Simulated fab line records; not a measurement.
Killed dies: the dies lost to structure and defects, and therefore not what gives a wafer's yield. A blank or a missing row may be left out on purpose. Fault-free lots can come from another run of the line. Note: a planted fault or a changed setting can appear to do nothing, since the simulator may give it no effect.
fab line records | flow sky130 | part 1 of 2: steps 1 to 43 of 45
record lots=6 | wafers=18 | lastDay=50
route steps=708 shown POLY_GATE@205 RES_PROTECT@206 LDD_N@237 LDD_LDN@303 POLY_CUT@318 PAD_OPEN@708
lots untouched by any fault: they come from a run of this same line in which no faults occurred
startH: hours from the record's opening day to when the first of the lot's shown wafers began | waitH: hours from the lot's prior step to this one | " the same as in the row above | L1.1+2: several wafers, shown together as one row | - either no value or no given start | * or withheld: withheld | < > ~ a bound
route shown NAME@n: NAME is a module with steps in the file, n the number in the route of the first one | usual: the fault-free wafers' mean and standard deviation | same: alike in all rows | chamber/n: place in a boat | sites: the reading at each site | _std_site: the values' standard deviation | _edge_site: inner sites' mean taken away from outer sites' mean | radiusMm: how far each site lies from the wafer's centre | mask NAME#n: copy n | behind: the tool/chamber that last shaped the wafer | hold: why the lot went on hold/how many hours it stayed there/how the hold came to an end | device: the n, p or np transistor that did not switch | end of line: tests run on the same wafers once the route is complete | a step without rows: its recipe alone | killed: the dies lost at the first sort to structure and to defects; this is not the yield of the wafer | map: a wafer's dies, marking killed ones x, the rest . and places with no die _
set.NAME: the run value of the setting; set.NAME@STEP: its run value at that earlier step | model.NAME: the simulator's own value behind a step, which no gauge read
lots at selected steps of the route; one table per step, one row per wafer
services: from which hour (startH, from the record's first day; less than 0 if before it) a tool's chamber was out of use, for how many hours, and why
## steps
# step SKY_POLY_GATE_THK_MEAS_01
# recipe reads=poly-Si_of_POLY_GATE_CVD_00
# usual POLY_GATE_CVD_00_THK=179.8/1.4
lot.wafer | tool         | chamber | startH | waitH | POLY_GATE_CVD_00_THK[nm]
L407.3    | filmMetro-04 | -       | 315.53 | 0.0   | 179.6
L407.4    | "            | -       | "      | "     | 178.7
L407.6    | "            | -       | "      | "     | 180.2
L413.4    | filmMetro-01 | -       | 362.13 | 0.0   | 182.3
L413.5    | "            | -       | "      | "     | 181.4
L413.6    | "            | -       | "      | "     | 182.3
L414.2    | filmMetro-02 | -       | 371.60 | 0.0   | 182.0
L414.3    | "            | -       | "      | "     | 182.8
L414.4    | "            | -       | "      | "     | 182.2
L423.2    | filmMetro-02 | -       | 459.05 | 0.0   | 180.4
L423.5    | "            | -       | "      | "     | 181.1
L423.6    | "            | -       | "      | "     | 181.6
L428.2    | filmMetro-04 | -       | 511.06 | 0.0   | 181.3
L428.4    | "            | -       | "      | "     | 179.7
L428.5    | "            | -       | "      | "     | 178.5
L430.2    | filmMetro-04 | -       | 512.26 | 0.0   | 178.3
L430.3    | "            | -       | "      | "     | 179.5
L430.6    | "            | -       | "      | "     | 179.7
# step SKY_RES_PROTECT_DEHYDRATE_00
# recipe tempC=200 | timeS=60
# step SKY_RES_PROTECT_HMDS_01
# recipe primeTimeS=60 | primeTempC=120
# step SKY_RES_PROTECT_COAT_02
# recipe resist=NOVOLAK | spinRpm=3000 | resistThkNm=1140
# step SKY_RES_PROTECT_SOFTBAKE_03
# recipe tempC=90 | timeS=60 | resist=NOVOLAK
# step SKY_RES_PROTECT_EXPOSE_04
# recipe maskId=RPM | na=0.6 | sourceShape=conventional | sigmaOuter=0.6 | polarization=unpolarized | targetCdNm=1270 | doseMj=131
# step SKY_RES_PROTECT_PEB_05
# recipe tempC=withheld | timeS=* | resist=NOVOLAK
# step SKY_RES_PROTECT_DEVELOP_06
# recipe resist=NOVOLAK | developer=TMAH | developTimeS=60 | devTempC=23
# step SKY_POLY_GATE_IMPLANT_02
# recipe species=P | energyKev=30 | doseCm2=7.7e+15 | tiltDeg=0
# step SKY_RES_PROTECT_STRIP_07
# recipe chemistry=O2/N2 | powerW=1400 | pressureMtorr=1500 | platenTempC=withheld | o2FlowSccm=3000 | n2FlowSccm=300 | overashFraction=0.5
# usual drypumpMotorCurrentA=5.8/0.31 | oesProductAu=0.517/0.0048 | stripTimeToEndpointS=23.29/0.034
lot.wafer | tool           | chamber | startH | waitH | drypumpMotorCurrentA | oesProductAu | rfHoursCounterH | stripTimeToEndpointS
L407.3    | plasmaAsher-04 | 1       | 341.72 | 0.1   | 6.3                  | 0.524        | -               | 23.25
L407.4    | "              | 0       | "      | "     | 5.8                  | 0.518        | -               | 23.31
L407.6    | "              | 1       | "      | "     | 6.3                  | 0.521        | -               | 23.31
L413.4    | plasmaAsher-04 | 0       | 390.34 | 0.1   | 5.9                  | 0.512        | -               | 23.33
L413.5    | "              | 0       | "      | "     | 5.8                  | 0.522        | -               | 23.31
L413.6    | "              | 1       | "      | "     | 6.3                  | 0.522        | -               | 23.30
L414.2    | plasmaAsher-01 | 1       | 399.78 | 0.1   | 5.5                  | 0.521        | 71              | 23.23
L414.3    | "              | 0       | "      | "     | 5.1                  | 0.524        | -               | 23.29
L414.4    | "              | 1       | "      | "     | 5.5                  | 0.525        | -               | 23.32
L423.2    | plasmaAsher-04 | 1       | 489.61 | 0.1   | 6.2                  | 0.514        | 6               | 23.28
L423.5    | "              | 0       | "      | "     | 5.8                  | 0.527        | -               | 23.25
L423.6    | "              | 1       | "      | "     | 6.2                  | 0.523        | -               | 23.26
L428.2    | plasmaAsher-02 | 1       | 541.56 | 0.1   | 5.8                  | 0.521        | 71              | 23.28
L428.4    | "              | 0       | "      | "     | 5.7                  | 0.512        | -               | 23.28
L428.5    | "              | 0       | "      | "     | 5.7                  | 0.509        | -               | 23.27
L430.2    | plasmaAsher-02 | 1       | 542.46 | 0.1   | 5.8                  | 0.521        | 71              | 23.30
L430.3    | "              | 1       | "      | "     | 5.8                  | 0.514        | -               | 23.30
L430.6    | "              | 1       | "      | "     | 5.8                  | 0.524        | -               | 23.33
# step SKY_RES_PROTECT_TW_MEAS_08
# usual POLY_GATE_TW=4017/31
lot.wafer | tool         | chamber | startH | waitH | POLY_GATE_TW
L407.3    | filmMetro-03 | -       | 341.80 | 0.1   | 4029
L407.4    | "            | -       | "      | "     | 4020
L407.6    | "            | -       | "      | "     | 4023
L413.4    | filmMetro-03 | -       | 390.44 | 0.1   | 4016
L413.5    | "            | -       | "      | "     | 4050
L413.6    | "            | -       | "      | "     | 4020
L414.2    | filmMetro-02 | -       | 399.89 | 0.1   | 4058
L414.3    | "            | -       | "      | "     | 4059
L414.4    | "            | -       | "      | "     | 4053
L423.2    | filmMetro-04 | -       | 489.72 | 0.1   | 4002
L423.5    | "            | -       | "      | "     | 4034
L423.6    | "            | -       | "      | "     | 3988
L428.2    | filmMetro-02 | -       | 541.67 | 0.1   | 4025
L428.4    | "            | -       | "      | "     | 4040
L428.5    | "            | -       | "      | "     | 4033
L430.2    | filmMetro-03 | -       | 542.57 | 0.1   | 4010
L430.3    | "            | -       | "      | "     | 4044
L430.6    | "            | -       | "      | "     | 4032
# step SKY_RES_PROTECT_CLEAN_09
# recipe chemistry=SC1/SC2 | mix=1:4:20 | tempC=70 | timeS=150 | dry=n2Spin
# step SKY_POLY_GATE_CVD_03
# recipe material=Si3N4 | precursor=DCS/NH3 | targetThkNm=75 | tempC=770 | timeS=1290 | pressureMtorr=250
# usual pressureMtorr=250.0/0.53 | zonePowerBottomPct=20.4/2.4
lot.wafer | tool     | chamber | startH | waitH | pressureMtorr | zonePowerBottomPct | model.Si3N4_of_POLY_GATE_CVD_03.thkNm
L407.3    | lpcvd-02 | 1       | 341.89 | 0.0   | 249.3         | 23.1               | 75.1
L407.4    | "        | 1       | "      | "     | 249.7         | 23.0               | 75
L407.6    | "        | 1       | "      | "     | 248.8         | 23.2               | 74.42
L413.4    | lpcvd-02 | 0       | 390.84 | 0.3   | 249.8         | 18.3               | 38.97
L413.5    | "        | 0       | "      | "     | 249.8         | 18.4               | 39.15
L413.6    | "        | 0       | "      | "     | 250.5         | 18.2               | 38.9
L414.2    | lpcvd-02 | 0       | 401.26 | 1.3   | 250.5         | 18.4               | 40.16
L414.3    | "        | 0       | "      | "     | 250.5         | 18.3               | 39.97
L414.4    | "        | 0       | "      | "     | 250.6         | 18.2               | 40.21
L423.2    | lpcvd-02 | 0       | 489.82 | 0.0   | 250.5         | 18.2               | 74.95
L423.5    | "        | 0       | "      | "     | 250.5         | 18.0               | 74.71
L423.6    | "        | 0       | "      | "     | 250.5         | 18.4               | 75.56
L428.2    | lpcvd-02 | 0       | 542.67 | 0.9   | 250.7         | 18.7               | 74.52
L428.4    | "        | 0       | "      | "     | 250.5         | 18.7               | 73.95
L428.5    | "        | 0       | "      | "     | 250.3         | 18.5               | 74.01
L430.2    | lpcvd-02 | 0       | 542.67 | 0.0   | 250.1         | 18.5               | 76.1
L430.3    | "        | 0       | "      | "     | 250.7         | 18.4               | 75.91
L430.6    | "        | 0       | "      | "     | 250.3         | 18.4               | 75.48
# step SKY_POLY_GATE_THK_MEAS_04
# recipe reads=Si3N4_of_POLY_GATE_CVD_03
# usual POLY_GATE_CVD_03_THK=75.2/0.71
lot.wafer | tool         | chamber | startH | waitH | POLY_GATE_CVD_03_THK[nm]
L407.3    | filmMetro-02 | -       | 343.27 | 0.0   | 75.1
L407.4    | "            | -       | "      | "     | 75.0
L407.6    | "            | -       | "      | "     | 74.4
L413.4    | filmMetro-04 | -       | 392.23 | 0.0   | 39.0
L413.5    | "            | -       | "      | "     | 39.1
L413.6    | "            | -       | "      | "     | 39.0
L414.2    | filmMetro-04 | -       | 402.63 | 0.0   | 40.2
L414.3    | "            | -       | "      | "     | 39.9
L414.4    | "            | -       | "      | "     | 40.2
L423.2    | filmMetro-02 | -       | 491.19 | 0.0   | 75.0
L423.5    | "            | -       | "      | "     | 74.7
L423.6    | "            | -       | "      | "     | 75.5
L428.2    | filmMetro-04 | -       | 544.04 | 0.0   | 74.5
L428.4    | "            | -       | "      | "     | 74.0
L428.5    | "            | -       | "      | "     | 74.1
L430.2    | filmMetro-02 | -       | 544.04 | 0.0   | 76.1
L430.3    | "            | -       | "      | "     | 75.9
L430.6    | "            | -       | "      | "     | 75.5
# step SKY_POLY_GATE_DEHYDRATE_05
# recipe tempC=200 | timeS=60
# step SKY_POLY_GATE_HMDS_06
# recipe primeTimeS=60 | primeTempC=120
# step SKY_POLY_GATE_COAT_07
# recipe resist=BARC | tempC=withheld | timeS=withheld | spinRpm=3000 | resistThkNm=110
# step SKY_POLY_GATE_COAT_08
# recipe resist=KrF-thick | spinRpm=3000 | resistThkNm=450
# step SKY_POLY_GATE_SOFTBAKE_09
# recipe tempC=100 | timeS=90 | resist=KrF-thick
# step SKY_POLY_GATE_EXPOSE_10
# recipe maskId=P1M | na=0.68 | sourceShape=conventional | sigmaOuter=0.6 | targetCdNm=150 | doseMj=28
# step SKY_POLY_GATE_PEB_11
# recipe pebTempC=withheld | pebTimeS=withheld | resist=KrF-thick
# step SKY_POLY_GATE_DEVELOP_12
# recipe developTimeS=60 | resist=KrF-thick | devTempC=21
# step SKY_POLY_GATE_CD_MEAS_13
# recipe targetCdNm=150
# usual cdNm=150.3/1.2
lot.wafer | tool     | chamber | startH | waitH | cdNm
L407.3    | cdSem-01 | -       | 370.76 | -     | 149.2
L407.4    | "        | -       | "      | "     | 148.7
L407.6    | "        | -       | "      | "     | 149.4
L413.4    | cdSem-01 | -       | 422.07 | -     | 148.2
L413.5    | "        | -       | "      | "     | 149.3
L413.6    | "        | -       | "      | "     | 148.7
L414.2    | cdSem-02 | -       | 432.89 | -     | 149.5
L414.3    | "        | -       | "      | "     | 151.4
L414.4    | "        | -       | "      | "     | 149.1
L423.2    | cdSem-02 | -       | 521.64 | -     | 150.9
L423.5    | "        | -       | "      | "     | 150.3
L423.6    | "        | -       | "      | "     | 149.9
L428.2    | cdSem-01 | -       | 573.94 | -     | 147.7
L428.4    | "        | -       | "      | "     | 147.5
L428.5    | "        | -       | "      | "     | 149.6
L430.2    | cdSem-02 | -       | 574.03 | -     | 150.8
L430.3    | "        | -       | "      | "     | 150.8
L430.6    | "        | -       | "      | "     | 151.8
# step SKY_POLY_GATE_OVL_MEAS_14
# usual POLY_GATE_OVL=-4/5.7
lot.wafer | tool       | chamber | startH | waitH | POLY_GATE_OVL[nm]
L407.3    | overlay-02 | -       | 370.85 | 0.1   | -14
L407.4    | "          | -       | "      | "     | -11
L407.6    | "          | -       | "      | "     | -11
L413.4    | overlay-01 | -       | 422.15 | 0.1   | -11
L413.5    | "          | -       | "      | "     | -10
L413.6    | "          | -       | "      | "     | -10
L414.2    | overlay-01 | -       | 432.99 | 0.1   | 0
L414.3    | "          | -       | "      | "     | 4
L414.4    | "          | -       | "      | "     | -1
L423.2    | overlay-01 | -       | 521.74 | 0.1   | -7
L423.5    | "          | -       | "      | "     | -10
L423.6    | "          | -       | "      | "     | -10
L428.2    | overlay-01 | -       | 574.04 | 0.1   | 9
L428.4    | "          | -       | "      | "     | 12
L428.5    | "          | -       | "      | "     | 1
L430.2    | overlay-02 | -       | 574.14 | 0.1   | 11
L430.3    | "          | -       | "      | "     | 1
L430.6    | "          | -       | "      | "     | 6
# step SKY_POLY_GATE_ETCH_15
# recipe chemistry=N2/H2 | target=BARC | ionEnergyEv=200 | sourceW=500 | biasW=100 | pressureMtorr=30 | n2FlowSccm=100 | h2FlowSccm=200 | stopOn=SiO2 | timeS=118.5 | targetDepthA=1100
# usual biasW=100.0/0.32 | drypumpMotorCurrentA=5.7/0.44 | h2FlowSccm=200.0/0.62 | oesProductAu=0.716/0.0052 | throttleValvePct=13.211/0.0085
lot.wafer | tool       | chamber | startH | waitH | biasW | drypumpMotorCurrentA | h2FlowSccm | oesProductAu | rfHoursCounterH | throttleValvePct
L407.3    | rieDiel-03 | 1       | 370.88 | 0.0   | 100.3 | 5.6                  | 199.5      | 0.721        | 2               | 13.203
L407.4    | "          | 2       | "      | "     | 100.1 | 5.8                  | 199.3      | 0.719        | 3               | 13.215
L407.6    | "          | 3       | "      | "     | 100.0 | 6.0                  | 199.9      | 0.722        | -               | 13.215
L413.4    | rieDiel-01 | 2       | 422.17 | 0.0   | 99.6  | 5.6                  | 199.3      | 0.716        | 6               | 13.198
L413.5    | "          | 1       | "      | "     | 100.1 | 6.0                  | 200.7      | 0.713        | -               | 13.213
L413.6    | "          | 0       | "      | "     | 100.2 | 4.9                  | 199.8      | 0.710        | -               | 13.209
L414.2    | rieDiel-01 | 3       | 433.02 | 0.0   | 100.5 | 6.5                  | 199.9      | 0.712        | 6               | 13.209
L414.3    | "          | 0       | "      | "     | 100.5 | 4.9                  | 200.8      | 0.712        | 47              | 13.206
L414.4    | "          | 2       | "      | "     | 99.8  | 5.5                  | 199.5      | 0.718        | 6               | 13.203
L423.2    | rieDiel-03 | 2       | 521.77 | 0.0   | 100.2 | 5.8                  | 199.9      | 0.714        | 5               | 13.204
L423.5    | "          | 1       | "      | "     | 100.1 | 5.6                  | 200.0      | 0.715        | -               | 13.211
L423.6    | "          | 0       | "      | "     | 100.4 | 5.0                  | 200.0      | 0.709        | -               | 13.205
L428.2    | rieDiel-01 | 1       | 574.07 | 0.0   | 99.6  | 5.9                  | 200.0      | 0.711        | 74              | 13.212
L428.4    | "          | 2       | "      | "     | 100.1 | 5.5                  | 200.1      | 0.715        | 9               | 13.233
L428.5    | "          | 3       | "      | "     | 99.4  | 6.5                  | 200.1      | 0.714        | -               | 13.216
L430.2    | rieDiel-03 | 0       | 574.17 | 0.0   | 100.0 | 5.0                  | 200.5      | 0.717        | 19              | 13.214
L430.3    | "          | 2       | "      | "     | 100.4 | 5.8                  | 198.3      | 0.719        | 7               | 13.213
L430.6    | "          | 0       | "      | "     | 100.1 | 5.0                  | 199.8      | 0.716        | -               | 13.201
# step SKY_POLY_GATE_ETCH_16
# recipe stopOn=poly-Si | chemistry=CH3F/O2 | target=Si3N4 | sourceW=400 | biasW=80 | pressureMtorr=25 | ch3fFlowSccm=40 | O2_flow_sccm=30 | timeS=147.5 | targetDepthA=750
# usual biasW=79.98/0.24 | drypumpMotorCurrentA=5.7/0.45 | oesProductAu=0.641/0.0052 | throttleValvePct=10.536/0.0091
lot.wafer | tool       | chamber | startH | waitH | biasW | drypumpMotorCurrentA | oesProductAu | rfHoursCounterH | throttleValvePct | model.etch.depthNm
L407.3    | rieDiel-03 | 1       | 370.96 | 0.0   | 79.96 | 5.6                  | 0.636        | 2               | 10.527           | 75.1
L407.4    | "          | 2       | "      | "     | 80.00 | 5.8                  | 0.636        | 3               | 10.526           | 75
L407.6    | "          | 3       | "      | "     | 80.43 | 6.0                  | 0.636        | -               | 10.530           | 74.42
L413.4    | rieDiel-01 | 2       | 422.25 | 0.0   | 79.92 | 5.5                  | 0.515        | 6               | 10.521           | 38.97
L413.5    | "          | 1       | "      | "     | 80.20 | 5.9                  | 0.511        | -               | 10.524           | 39.15
L413.6    | "          | 0       | "      | "     | 80.69 | 4.9                  | 0.511        | -               | 10.501           | 38.9
L414.2    | rieDiel-01 | 3       | 433.11 | 0.0   | 80.03 | 6.6                  | 0.515        | 6               | 10.536           | 40.16
L414.3    | "          | 0       | "      | "     | 79.71 | 4.9                  | 0.523        | 47              | 10.523           | 39.97
L414.4    | "          | 2       | "      | "     | 80.03 | 5.5                  | 0.517        | 6               | 10.518           | 40.21
L423.2    | rieDiel-03 | 2       | 521.86 | 0.0   | 79.98 | 5.7                  | 0.639        | 6               | 10.542           | 74.95
L423.5    | "          | 1       | "      | "     | 79.74 | 5.6                  | 0.638        | -               | 10.541           | 74.71
L423.6    | "          | 0       | "      | "     | 79.71 | 5.0                  | 0.636        | -               | 10.540           | 75.56
L428.2    | rieDiel-01 | 1       | 574.16 | 0.0   | 80.27 | 6.0                  | 0.632        | 74              | 10.540           | 74.52
L428.4    | "          | 2       | "      | "     | 79.90 | 5.5                  | 0.630        | 9               | 10.519           | 73.95
L428.5    | "          | 3       | "      | "     | 80.02 | 6.5                  | 0.634        | -               | 10.545           | 74.01
L430.2    | rieDiel-03 | 0       | 574.25 | 0.0   | 79.83 | 5.0                  | 0.639        | 19              | 10.542           | 76.1
L430.3    | "          | 2       | "      | "     | 79.86 | 5.8                  | 0.648        | 7               | 10.536           | 75.91
L430.6    | "          | 0       | "      | "     | 79.90 | 5.0                  | 0.640        | -               | 10.544           | 75.48
# step SKY_POLY_GATE_ETCH_17
# recipe targetDepthNm=180 | stopOn=SiO2 | overEtchFrac=0.56667 | chemistry=HBr/Cl2 | target=poly-Si | icpW=400 | biasW=100 | pressureMtorr=10 | HBr_flow_sccm=150 | Cl2_flow_sccm=50 | timeS=70.5
# usual biasW=100.0/0.3 | drypumpMotorCurrentA=6.1/0.44 | oesProductAu=0.984/0.0086 | throttleValvePct=33.683/0.0086
lot.wafer | tool     | chamber | startH | waitH | biasW | drypumpMotorCurrentA | oesProductAu | rfHoursCounterH | throttleValvePct
L407.3    | rieSi-02 | 1       | 371.06 | 0.0   | 99.8  | 5.7                  | 0.972        | 20              | 33.691
L407.4    | "        | 2       | "      | "     | 100.2 | 6.9                  | 0.988        | 0               | 33.684
L407.6    | "        | 2       | "      | "     | 100.5 | 6.9                  | 0.996        | -               | 33.686
L413.4    | rieSi-02 | 0       | 422.35 | 0.0   | 99.7  | 5.5                  | 0.991        | 27              | 33.686
L413.5    | "        | 3       | "      | "     | 99.8  | 6.0                  | 0.982        | -               | 33.680
L413.6    | "        | 2       | "      | "     | 100.1 | 6.9                  | 0.999        | -               | 33.679
L414.2    | rieSi-01 | 0       | 433.21 | 0.0   | 100.2 | 5.7                  | 0.964        | 18              | 33.687
L414.3    | "        | 1       | "      | "     | 99.7  | 6.5                  | 0.999        | 3               | 33.685
L414.4    | "        | 3       | "      | "     | 99.5  | 6.1                  | 0.985        | 2               | 33.671
L423.2    | rieSi-01 | 0       | 521.96 | 0.0   | 99.8  | 5.7                  | 0.975        | 18              | 33.688
L423.5    | "        | 3       | "      | "     | 100.0 | 6.2                  | 0.997        | -               | 33.679
L423.6    | "        | 0       | "      | "     | 100.3 | 5.7                  | 0.981        | -               | 33.679
L428.2    | rieSi-02 | 0       | 574.26 | 0.0   | 99.9  | 5.5                  | 0.991        | 28              | 33.692
L428.4    | "        | 3       | "      | "     | 100.5 | 6.0                  | 1.000        | 4               | 33.676
L428.5    | "        | 2       | "      | "     | 100.2 | 6.8                  | 0.984        | -               | 33.694
L430.2    | rieSi-01 | 1       | 574.35 | 0.0   | 99.7  | 6.5                  | 0.974        | 4               | 33.672
L430.3    | "        | 3       | "      | "     | 100.2 | 6.1                  | 0.984        | 3               | 33.673
L430.6    | "        | 3       | "      | "     | 100.2 | 6.2                  | 0.987        | -               | 33.695
# step SKY_POLY_GATE_STRIP_18
# recipe chemistry=O2/N2 | powerW=1400 | pressureMtorr=1500 | platenTempC=withheld | o2FlowSccm=3000 | n2FlowSccm=300 | overashFraction=0.5
# usual drypumpMotorCurrentA=5.4/0.35 | oesProductAu=0.361/0.0051 | stripTimeToEndpointS=3.16/0.043
lot.wafer | tool           | chamber | startH | waitH | drypumpMotorCurrentA | oesProductAu | rfHoursCounterH | stripTimeToEndpointS
L407.3    | plasmaAsher-02 | 1       | 371.15 | 0.1   | 5.8                  | 0.366        | -               | 3.15
L407.4    | "              | 0       | "      | "     | 5.7                  | 0.375        | -               | 3.23
L407.6    | "              | 0       | "      | "     | 5.7                  | 0.364        | -               | 3.15
L413.4    | plasmaAsher-03 | 0       | 422.44 | 0.1   | 5.3                  | 0.355        | -               | 3.16
L413.5    | "              | 0       | "      | "     | 5.3                  | 0.368        | -               | 3.24
L413.6    | "              | 1       | "      | "     | 4.9                  | 0.364        | -               | 3.15
L414.2    | plasmaAsher-02 | 1       | 433.26 | 0.0   | 5.8                  | 0.361        | 61              | 3.15
L414.3    | "              | 1       | "      | "     | 5.8                  | 0.359        | -               | 3.10
L414.4    | "              | 0       | "      | "     | 5.7                  | 0.360        | -               | 3.12
L423.2    | plasmaAsher-03 | 1       | 522.01 | 0.0   | 4.9                  | 0.361        | 39              | 3.18
L423.5    | "              | 0       | "      | "     | 5.3                  | 0.366        | -               | 3.10
L423.6    | "              | 1       | "      | "     | 4.9                  | 0.365        | -               | 3.21
L428.2    | plasmaAsher-03 | 1       | 574.31 | 0.0   | 4.9                  | 0.367        | 45              | 3.18
L428.4    | "              | 1       | "      | "     | 4.9                  | 0.357        | -               | 3.13
L428.5    | "              | 0       | "      | "     | 5.3                  | 0.358        | -               | 3.09
L430.2    | plasmaAsher-02 | 1       | 574.41 | 0.0   | 5.8                  | 0.362        | 75              | 3.24
L430.3    | "              | 0       | "      | "     | 5.7                  | 0.371        | -               | 3.21
L430.6    | "              | 1       | "      | "     | 5.8                  | 0.365        | -               | 3.22
# step SKY_POLY_GATE_CLEAN_19
# recipe chemistry=SC1/SC2 | mix=1:4:20 | tempC=70 | timeS=150 | dry=n2Spin
# step SKY_POLY_GATE_OXIDATION_20
# recipe tempC=850 | ambient=O2 | stabiliseS=600 | purgeS=300 | targetThkA=40 | oxTimeS=899
# step SKY_POLY_GATE_THK_MEAS_21
# recipe reads=SiO2_of_POLY_GATE_OXIDATION_20
# usual POLY_GATE_OXIDATION_THK=3.96/0.082
lot.wafer | tool         | chamber | startH | waitH | POLY_GATE_OXIDATION_THK[nm]
L407.3    | filmMetro-01 | -       | 373.16 | 0.0   | 3.93
L407.4    | "            | -       | "      | "     | 4.03
L407.6    | "            | -       | "      | "     | 4.00
L413.4    | filmMetro-01 | -       | 424.44 | 0.0   | 4.04
L413.5    | "            | -       | "      | "     | 4.14
L413.6    | "            | -       | "      | "     | 4.09
L414.2    | filmMetro-02 | -       | 435.48 | 0.0   | 4.03
L414.3    | "            | -       | "      | "     | 4.07
L414.4    | "            | -       | "      | "     | 3.94
L423.2    | filmMetro-02 | -       | 524.54 | 0.0   | 3.99
L423.5    | "            | -       | "      | "     | 3.99
L423.6    | "            | -       | "      | "     | 4.03
L428.2    | filmMetro-02 | -       | 576.56 | 0.0   | 3.87
L428.4    | "            | -       | "      | "     | 3.90
L428.5    | "            | -       | "      | "     | 3.90
L430.2    | filmMetro-01 | -       | 576.56 | 0.0   | 3.88
L430.3    | "            | -       | "      | "     | 3.92
L430.6    | "            | -       | "      | "     | 3.84
# step SKY_POLY_GATE_CD_MEAS_22
# usual cdNm=149.9/2.2
lot.wafer | tool     | chamber | startH | waitH | cdNm
L407.3    | cdSem-01 | -       | 373.28 | 0.1   | 145.1
L407.4    | "        | -       | "      | "     | 150.2
L407.6    | "        | -       | "      | "     | 148.1
L413.4    | cdSem-02 | -       | 424.55 | 0.1   | 148.5
L413.5    | "        | -       | "      | "     | 148.0
L413.6    | "        | -       | "      | "     | 146.3
L414.2    | cdSem-01 | -       | 435.56 | 0.1   | 147.7
L414.3    | "        | -       | "      | "     | 149.1
L414.4    | "        | -       | "      | "     | 150.5
L423.2    | cdSem-01 | -       | 524.62 | 0.1   | 155.9
L423.5    | "        | -       | "      | "     | 151.8
L423.6    | "        | -       | "      | "     | 151.8
L428.2    | cdSem-01 | -       | 576.64 | 0.1   | 146.3
L428.4    | "        | -       | "      | "     | 146.7
L428.5    | "        | -       | "      | "     | 150.3
L430.2    | cdSem-02 | -       | 576.64 | 0.1   | 147.9
L430.3    | "        | -       | "      | "     | 151.9
L430.6    | "        | -       | "      | "     | 149.8
# step SKY_LDD_N_DEHYDRATE_00
# recipe tempC=200 | timeS=60
# step SKY_LDD_N_HMDS_01
# recipe primeTimeS=60 | primeTempC=120
# step SKY_LDD_N_COAT_02
# recipe resist=NOVOLAK | spinRpm=3000 | resistThkNm=300
# step SKY_LDD_N_SOFTBAKE_03
# recipe tempC=90 | timeS=60 | resist=NOVOLAK
# step SKY_LDD_N_EXPOSE_04
# recipe maskId=NTM | targetCdNm=840 | na=0.6 | sourceShape=conventional | sigmaOuter=0.6 | doseMj=110
# step SKY_LDD_N_PEB_05
# recipe tempC=withheld | timeS=* | resist=NOVOLAK
# step SKY_LDD_N_DEVELOP_06
# recipe developTimeS=60 | devTempC=23
# step SKY_LDD_N_OVL_MEAS_07
# usual LDD_N_OVL=-1.0/1.3
lot.wafer | tool       | chamber | startH | waitH | LDD_N_OVL[nm]
L407.3    | overlay-01 | -       | 402.08 | 0.1   | -3.6
L407.4    | "          | -       | "      | "     | -3.2
L407.6    | "          | -       | "      | "     | -3.3
L413.4    | overlay-01 | -       | 454.58 | 0.1   | -2.1
L413.5    | "          | -       | "      | "     | -1.7
L413.6    | "          | -       | "      | "     | -1.0
L414.2    | overlay-02 | -       | 465.92 | 0.1   | 1.0
L414.3    | "          | -       | "      | "     | 0.1
L414.4    | "          | -       | "      | "     | -0.5
L423.2    | overlay-01 | -       | 554.56 | 0.1   | 0.1
L423.5    | "          | -       | "      | "     | 0.4
L423.6    | "          | -       | "      | "     | -0.8
L430.2    | overlay-02 | -       | 605.52 | 0.1   | 0.5
L430.3    | "          | -       | "      | "     | 2.2
L430.6    | "          | -       | "      | "     | 0.9
L428.2    | overlay-01 | -       | 605.76 | 0.1   | -0.4
L428.4    | "          | -       | "      | "     | -2.2
L428.5    | "          | -       | "      | "     | -1.1
# step SKY_LDD_N_IMPLANT_08
# recipe species=As | energyKev=20 | doseCm2=7.5e+13 | tiltDeg=withheld | rotationDeg=23
# step SKY_LDD_N_IMPLANT_09
# recipe species=As | energyKev=20 | doseCm2=7.5e+13 | tiltDeg=withheld | rotationDeg=113
# step SKY_LDD_LDN_CLEAN_14
# recipe chemistry=SC1/SC2 | mix=1:4:20 | tempC=70 | timeS=150 | dry=n2Spin
lot.wafer | tool        | chamber | startH | waitH | model.Si3N4_of_POLY_GATE_CVD_03.thkNm
L407.3    | wetBench-01 | 2       | 524.95 | 0.0   | 74.96
L407.4    | "           | 2       | "      | "     | 74.86
L407.6    | "           | 2       | "      | "     | 74.28
L413.4    | wetBench-01 | 2       | 577.30 | 0.0   | 38.83
L413.5    | "           | 2       | "      | "     | 39.01
L413.6    | "           | 2       | "      | "     | 38.77
L414.2    | wetBench-04 | 2       | 588.65 | 0.0   | 40.03
L414.3    | "           | 2       | "      | "     | 39.83
L414.4    | "           | 2       | "      | "     | 40.07
L423.2    | wetBench-02 | 3       | 676.53 | 0.1   | 74.82
L423.5    | "           | 3       | "      | "     | 74.58
L423.6    | "           | 3       | "      | "     | 75.43
L430.2    | wetBench-01 | 1       | 720.26 | 0.0   | 75.96
L430.3    | "           | 1       | "      | "     | 75.78
L430.6    | "           | 1       | "      | "     | 75.35
L428.2    | wetBench-04 | 2       | 720.71 | 0.0   | 74.39
L428.4    | "           | 2       | "      | "     | 73.81
L428.5    | "           | 2       | "      | "     | 73.88
## key
firstSign step=SKY_POLY_GATE_THK_MEAS_04 | reading=POLY_GATE_CVD_03_THK | direction=down | sigmas=50 | usual=75.2 | struck=39.6
effect step=SKY_POLY_GATE_ETCH_16 | reading=oesProductAu | direction=down | sigmas=24 | usual=0.641 | struck=0.516
effect step=SKY_POLY_CUT_ETCH_11 | reading=oesProductAu | direction=down | sigmas=34 | usual=0.830 | struck=0.612
modelEffect step=SKY_POLY_GATE_CVD_03 | value=Si3N4_of_POLY_GATE_CVD_03.thkNm | without=74.97 | struck=39.56
modelEffect step=SKY_POLY_GATE_ETCH_16 | value=etch.depthNm | without=74.97 | struck=39.56
modelEffect step=SKY_LDD_LDN_CLEAN_14 | value=Si3N4_of_POLY_GATE_CVD_03.thkNm | without=74.83 | struck=39.42
modelEffect step=SKY_POLY_CUT_ETCH_11 | value=POLY_CUT.featureDepthNm | without=61.71 | struck=32.51
modelEffect step=SKY_PAD_OPEN_PROBE_99 | value=etest.capLiToPoly.cAfUm2 | without=99.16 | struck=94.55
metAt SKY_POLY_GATE_CVD_03
struckWafers L413.4,L413.5,L413.6,L414.2,L414.3,L414.4
sortLeftOut L414.2,L414.3,L414.4
testerLeftOut L413,L414
fault kind=processParameterDrift | tool=lpcvd-02 | chamber=0 | onsetH=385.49 | steps=SKY_POLY_GATE_CVD_03 | channel=targetThkNm | offset=-35.409 | shape=step | endH=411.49 | actsIn=theseRecipesOnly | stated=75
# testerLeftOut: of these lots the tester's yield and bins aren't shown, on N5 and GAA mostly nor the transistor test; their killed dies are dies lost to structure and defects alone, not to doping, threshold or leakage, so they don't give the yield
# sortLeftOut: the simulated sort isn't trusted on such a fault, so these wafers' sort isn't shown, and their yield isn't known
